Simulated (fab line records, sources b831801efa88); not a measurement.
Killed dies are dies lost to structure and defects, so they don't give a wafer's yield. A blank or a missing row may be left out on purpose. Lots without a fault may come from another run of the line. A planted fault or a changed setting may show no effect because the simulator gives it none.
Tool commonality check | flow gf180mcu | 11 lots, 33 wafers sampled

WHY IT WAS OPENED
At GF_V5_CD_MEAS_14 the reading cd_nm is flagged on 2 of 11 lots. Wafers without a fault read 260.1 nm, standard deviation 1.2.
Rule: a lot is flagged when every wafer of it that has a number lies more than 4 standard deviations from that mean, or none has a number. The other lots count as sound.

lot  | measured     | on        | cd_nm (nm), wafer by wafer | flag
L345 | day 27 07:38 | cd_sem-01 | 261.6 261.6 260.6          |
L349 | day 28 06:37 | cd_sem-02 | 261.1 260.1 260.0          |
L351 | day 29 01:41 | cd_sem-01 | 260.0 258.7 259.0          |
L353 | day 29 20:00 | cd_sem-01 | 261.0 261.3 261.8          |
L355 | day 30 11:49 | cd_sem-01 | 259.9 260.0 259.6          |
L356 | day 30 21:10 | cd_sem-02 | 259.2 259.0 258.3          |
L357 | day 31 08:40 | cd_sem-01 | 260.6 259.4 260.8          |
L360 | day 32 02:22 | cd_sem-01 | 259.4 261.3 261.0          |
L361 | day 32 06:22 | cd_sem-01 | 259.6 259.6 260.6          |
L367 | day 33 06:26 | cd_sem-01 | 273.4 274.5 274.7          | FLAGGED
L368 | day 33 09:16 | cd_sem-01 | 273.6 272.9 272.7          | FLAGGED
The numbers of the flagged lots are 273.6 nm on average: +13.5 nm against the usual, or +11 standard deviations.

WHICH TOOL RAN EACH LOT
The record holds 3 process steps before the reading, out of a route of 602 steps. In each cell: the tool, then ch and the chambers that the sampled wafers went through, then the start.
lot  | flag    | GF_MIM_SPUTTER_08            | GF_MIM_STRIP_20                      | GF_V5_EXPOSE_11
L345 |         | pvd_sputter-04, day 24 16:42 | plasma_asher-03 ch 0,1, day 25 13:53 | krf_scanner-02 ch 0, day 26 22:28
L349 |         | pvd_sputter-04, day 25 17:55 | plasma_asher-04 ch 0,1, day 26 14:22 | krf_scanner-02 ch 0, day 27 21:29
L351 |         | pvd_sputter-04, day 26 12:31 | plasma_asher-02 ch 0,1, day 27 08:44 | krf_scanner-02 ch 0, day 28 16:47
L353 |         | pvd_sputter-01, day 27 07:32 | plasma_asher-02 ch 0,1, day 28 03:36 | krf_scanner-02 ch 0, day 29 10:51
L355 |         | pvd_sputter-04, day 28 01:11 | plasma_asher-02 ch 0,1, day 28 20:22 | krf_scanner-02 ch 0, day 30 02:46
L356 |         | pvd_sputter-03, day 28 11:03 | plasma_asher-02 ch 0,1, day 29 06:32 | krf_scanner-01 ch 0, day 30 12:37
L357 |         | pvd_sputter-04, day 29 00:15 | plasma_asher-04 ch 0,1, day 29 19:29 | krf_scanner-01 ch 0, day 31 00:21
L360 |         | pvd_sputter-03, day 29 18:00 | plasma_asher-03 ch 0,1, day 30 12:46 | krf_scanner-01 ch 0, day 31 17:32
L361 |         | pvd_sputter-03, day 29 23:47 | plasma_asher-04 ch 0,1, day 30 18:17 | krf_scanner-01 ch 0, day 31 22:38
L367 | FLAGGED | pvd_sputter-04, day 31 01:50 | plasma_asher-02 ch 0,1, day 31 19:34 | krf_scanner-02 ch 0, day 32 22:36
L368 | FLAGGED | pvd_sputter-03, day 31 04:55 | plasma_asher-02 ch 0,1, day 31 22:25 | krf_scanner-02 ch 0, day 33 01:35
What these steps do:
- GF_MIM_SPUTTER_08: material AlCu, target thk 200 nm, time 10.6 s.
- GF_MIM_STRIP_20: strips in O2/N2.
- GF_V5_EXPOSE_11: exposes mask Via5, target cd 260 nm.
- GF_V5_CD_MEAS_14: target cd 260 nm.

FLAGGED OVER TOTAL, TOOL BY TOOL (the gauges that took the reading come last)
step              | tool            | lots run | flagged | share of the flagged lots | sound lots run after its first flagged lot
GF_MIM_SPUTTER_08 | pvd_sputter-01  | 1        | 0       | none                      | -
GF_MIM_SPUTTER_08 | pvd_sputter-03  | 4        | 1       | some                      | 0
GF_MIM_SPUTTER_08 | pvd_sputter-04  | 6        | 1       | some                      | 0
GF_MIM_STRIP_20   | plasma_asher-02 | 6        | 2       | all                       | 0
GF_MIM_STRIP_20   | plasma_asher-03 | 2        | 0       | none                      | -
GF_MIM_STRIP_20   | plasma_asher-04 | 3        | 0       | none                      | -
GF_V5_EXPOSE_11   | krf_scanner-01  | 4        | 0       | none                      | -
GF_V5_EXPOSE_11   | krf_scanner-02  | 7        | 2       | all                       | 0
GF_V5_CD_MEAS_14  | cd_sem-01       | 9        | 2       | all                       | 0
GF_V5_CD_MEAS_14  | cd_sem-02       | 2        | 0       | none                      | -

WHAT THE TABLE ALLOWS
3 rows of the table ran every flagged lot: plasma_asher-02 at GF_MIM_STRIP_20, krf_scanner-02 at GF_V5_EXPOSE_11, cd_sem-01 at GF_V5_CD_MEAS_14.
- plasma_asher-02 at GF_MIM_STRIP_20: 2 of its 6 lots flagged. Its last sound lot is L356 (day 29 06:32), its first flagged lot L367 (day 31 19:34): a fault that began between those two fits.
- krf_scanner-02 at GF_V5_EXPOSE_11: 2 of its 7 lots flagged. Its last sound lot is L355 (day 30 02:46), its first flagged lot L367 (day 32 22:36): a fault that began between those two fits. Its own readings lie more than 4 standard deviations out on every wafer of the flagged lots: exposure_dose_mJ_cm2.
- cd_sem-01 at GF_V5_CD_MEAS_14: 2 of its 9 lots flagged. Its last sound lot is L361 (day 32 06:22), its first flagged lot L367 (day 33 06:26): a fault that began between those two fits.
Counting lots can't tell these 3 tools apart, because each fits a fault that began at some hour. More lots, or a look at what each step does to the wafer, might.

WHAT THE SIMULATOR HAD PUT IN
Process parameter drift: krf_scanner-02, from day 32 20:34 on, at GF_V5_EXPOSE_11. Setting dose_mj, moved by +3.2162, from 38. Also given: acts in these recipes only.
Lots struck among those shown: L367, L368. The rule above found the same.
